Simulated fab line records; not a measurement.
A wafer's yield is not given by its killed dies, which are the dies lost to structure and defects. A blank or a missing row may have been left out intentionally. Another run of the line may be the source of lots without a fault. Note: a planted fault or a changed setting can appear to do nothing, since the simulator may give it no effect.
Chamber matching :: flow sfq-line :: SFQ_TRILAYER_I7_CMP_CMP_184 on cmp-01 has 4 sister chambers
The step polishes SiO2. 4 wafers are shown with their chamber, then 8 later ones without.

## WAFERS PAIRED WITH THEIR CHAMBERS
wafer: L137.3
chamber: 3
motor-current-A (A): 8.4

wafer: L139.4
chamber: 1
motor-current-A (A): 10.8

wafer: L139.5
chamber: 0
motor-current-A (A): 11.6

wafer: L141.2
chamber: 2
motor-current-A (A): 11.3

## WAFERS WITH NO CHAMBER GIVEN
wafer: L141.3
motor-current-A (A): 11.3

wafer: L141.5
motor-current-A (A): 11.7

wafer: L144.1
motor-current-A (A): 8.3

wafer: L144.4
motor-current-A (A): 11.5

wafer: L144.2
motor-current-A (A): 11.0

wafer: L149.3
motor-current-A (A): 11.3

wafer: L149.4
motor-current-A (A): 11.3

wafer: L150.4
motor-current-A (A): 11.2

## CHAMBER TAKEN BY EACH
wafer: L141.3
from the rows above: 2
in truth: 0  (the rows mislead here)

wafer: L141.5
from the rows above: 0
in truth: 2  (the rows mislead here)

wafer: L144.1
from the rows above: 3
in truth: 3

wafer: L144.4
from the rows above: can't be placed: 0 or 2
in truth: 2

wafer: L144.2
from the rows above: can't be placed: 1 or 2
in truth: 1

wafer: L149.3
from the rows above: 2
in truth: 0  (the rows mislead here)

wafer: L149.4
from the rows above: 2
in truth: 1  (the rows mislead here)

wafer: L150.4
from the rows above: 2
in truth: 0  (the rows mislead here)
Correctly placed: 1 of 8. These rows do not allow placing 2 (true chamber among the candidates in 2). Wrongly placed: 5.
How it was worked out, from the rows above alone: a wafer's distance from a chamber is the root of the sum, over the readings, of the square of ((its reading less the chamber's mean) divided by the reading's scatter). If the next closest chamber is less than 2 further off than the closest, the wafer can't be placed; otherwise it belongs to the closest. The mean given for a chamber averages the wafers shown for that chamber. The scatter (one wafer shown for each chamber): square how far every hidden wafer sits from the nearest shown wafer, average those squares and take the square root.
